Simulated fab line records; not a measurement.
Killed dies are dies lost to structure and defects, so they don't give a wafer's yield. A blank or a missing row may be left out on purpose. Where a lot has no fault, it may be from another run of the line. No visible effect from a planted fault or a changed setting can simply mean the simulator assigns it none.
Split-lot experiment :: flow sky130 :: 23 wafers read from 5 lots, route of 708 steps

THE SPLIT ITSELF
At SKY_METAL2_SPUTTER_00 (material Ti, target thk 15 nm, time 10 s), the setting powerW was moved away from the recipe's 3000 W on 4 of the 23 wafers read, by -11.7% to +4.6%. All remaining wafers had this setting at the recipe value.

The split's own step is where the reading is taken.

THE READING
Ti_of_METAL2_SPUTTER_00.thkNm (the simulator's own value, which no gauge read), in nm, at SKY_METAL2_SPUTTER_00 (material Ti, target thk 15 nm, time 10 s). No usual value for it is given in the file. The 19 wafers here that ran the recipe average 15.05 nm, standard deviation 0.23 nm.

wafer: L077.1
tool, chamber at the split: pvdSputter-02, -
powerW as run, W: 3139
against the recipe: +4.6%
Ti_of_METAL2_SPUTTER_00.thkNm, nm: 15.48
against lot-mates on the recipe: +0.57

wafer: L077.2
tool, chamber at the split: pvdSputter-02, -
powerW as run, W: 3000
against the recipe: recipe
Ti_of_METAL2_SPUTTER_00.thkNm, nm: 15
against lot-mates on the recipe: -

wafer: L077.3
tool, chamber at the split: pvdSputter-02, -
powerW as run, W: 3000
against the recipe: recipe
Ti_of_METAL2_SPUTTER_00.thkNm, nm: 14.93
against lot-mates on the recipe: -

wafer: L077.4
tool, chamber at the split: pvdSputter-02, -
powerW as run, W: 3139
against the recipe: +4.6%
Ti_of_METAL2_SPUTTER_00.thkNm, nm: 15.41
against lot-mates on the recipe: +0.50

wafer: L077.6
tool, chamber at the split: pvdSputter-02, -
powerW as run, W: 3000
against the recipe: recipe
Ti_of_METAL2_SPUTTER_00.thkNm, nm: 14.79
against lot-mates on the recipe: -

wafer: L074.1
tool, chamber at the split: pvdSputter-04, -
powerW as run, W: 3000
against the recipe: recipe
Ti_of_METAL2_SPUTTER_00.thkNm, nm: 14.78
against lot-mates on the recipe: -

wafer: L074.4
tool, chamber at the split: pvdSputter-04, -
powerW as run, W: 3000
against the recipe: recipe
Ti_of_METAL2_SPUTTER_00.thkNm, nm: 14.94
against lot-mates on the recipe: -

wafer: L074.5
tool, chamber at the split: pvdSputter-04, -
powerW as run, W: 3000
against the recipe: recipe
Ti_of_METAL2_SPUTTER_00.thkNm, nm: 14.62
against lot-mates on the recipe: -

wafer: L078.1
tool, chamber at the split: pvdSputter-04, -
powerW as run, W: 3000
against the recipe: recipe
Ti_of_METAL2_SPUTTER_00.thkNm, nm: 15.03
against lot-mates on the recipe: -

wafer: L078.2
tool, chamber at the split: pvdSputter-04, -
powerW as run, W: 3000
against the recipe: recipe
Ti_of_METAL2_SPUTTER_00.thkNm, nm: 14.88
against lot-mates on the recipe: -

wafer: L078.3
tool, chamber at the split: pvdSputter-04, -
powerW as run, W: 3000
against the recipe: recipe
Ti_of_METAL2_SPUTTER_00.thkNm, nm: 14.95
against lot-mates on the recipe: -

wafer: L078.4
tool, chamber at the split: pvdSputter-04, -
powerW as run, W: 3000
against the recipe: recipe
Ti_of_METAL2_SPUTTER_00.thkNm, nm: 14.99
against lot-mates on the recipe: -

wafer: L078.5
tool, chamber at the split: pvdSputter-04, -
powerW as run, W: 3000
against the recipe: recipe
Ti_of_METAL2_SPUTTER_00.thkNm, nm: 14.9
against lot-mates on the recipe: -

wafer: L082.1
tool, chamber at the split: pvdSputter-04, -
powerW as run, W: 3000
against the recipe: recipe
Ti_of_METAL2_SPUTTER_00.thkNm, nm: 15.49
against lot-mates on the recipe: -

wafer: L082.2
tool, chamber at the split: pvdSputter-04, -
powerW as run, W: 2650
against the recipe: -11.7%
Ti_of_METAL2_SPUTTER_00.thkNm, nm: 13.65
against lot-mates on the recipe: -1.80

wafer: L082.3
tool, chamber at the split: pvdSputter-04, -
powerW as run, W: 2650
against the recipe: -11.7%
Ti_of_METAL2_SPUTTER_00.thkNm, nm: 13.65
against lot-mates on the recipe: -1.80

wafer: L082.4
tool, chamber at the split: pvdSputter-04, -
powerW as run, W: 3000
against the recipe: recipe
Ti_of_METAL2_SPUTTER_00.thkNm, nm: 15.44
against lot-mates on the recipe: -

wafer: L082.5
tool, chamber at the split: pvdSputter-04, -
powerW as run, W: 3000
against the recipe: recipe
Ti_of_METAL2_SPUTTER_00.thkNm, nm: 15.42
against lot-mates on the recipe: -

wafer: L083.1
tool, chamber at the split: pvdSputter-04, -
powerW as run, W: 3000
against the recipe: recipe
Ti_of_METAL2_SPUTTER_00.thkNm, nm: 15.16
against lot-mates on the recipe: -

wafer: L083.2
tool, chamber at the split: pvdSputter-04, -
powerW as run, W: 3000
against the recipe: recipe
Ti_of_METAL2_SPUTTER_00.thkNm, nm: 15.06
against lot-mates on the recipe: -

wafer: L083.4
tool, chamber at the split: pvdSputter-04, -
powerW as run, W: 3000
against the recipe: recipe
Ti_of_METAL2_SPUTTER_00.thkNm, nm: 15.19
against lot-mates on the recipe: -

wafer: L083.5
tool, chamber at the split: pvdSputter-04, -
powerW as run, W: 3000
against the recipe: recipe
Ti_of_METAL2_SPUTTER_00.thkNm, nm: 15.09
against lot-mates on the recipe: -

wafer: L083.6
tool, chamber at the split: pvdSputter-04, -
powerW as run, W: 3000
against the recipe: recipe
Ti_of_METAL2_SPUTTER_00.thkNm, nm: 15.23
against lot-mates on the recipe: -

FIT RESULTS
A straight line over all 23 wafers: Ti_of_METAL2_SPUTTER_00.thkNm changes by +0.114 nm for each +1% of powerW; r = +0.89; the points scatter about the line by 0.22 nm.
The same after taking each lot's own level away (the mean of its wafers on the recipe; 23 wafers): +0.148 nm for each +1%; r = +0.99; scatter 0.087 nm.
Per that fit: largest powerW move, reading shift of 1.7 nm.
Across the lots, their own levels run from 14.780 to 15.450 nm, a range of 3.0 times the standard deviation given above.
Hence the slope depends on the lot-to-lot level, as the two fits are not the same.
Check: for one of the wafers moved furthest among these (-11.7%), held out of the fit, the line's prediction against its lot-mates is -1.71 nm. It came out at -1.8 nm against them.

THE FILE'S OWN FIT
Ti_of_METAL2_SPUTTER_00.thkNm changes by +0.149 nm for each +1% of powerW, r = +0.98.
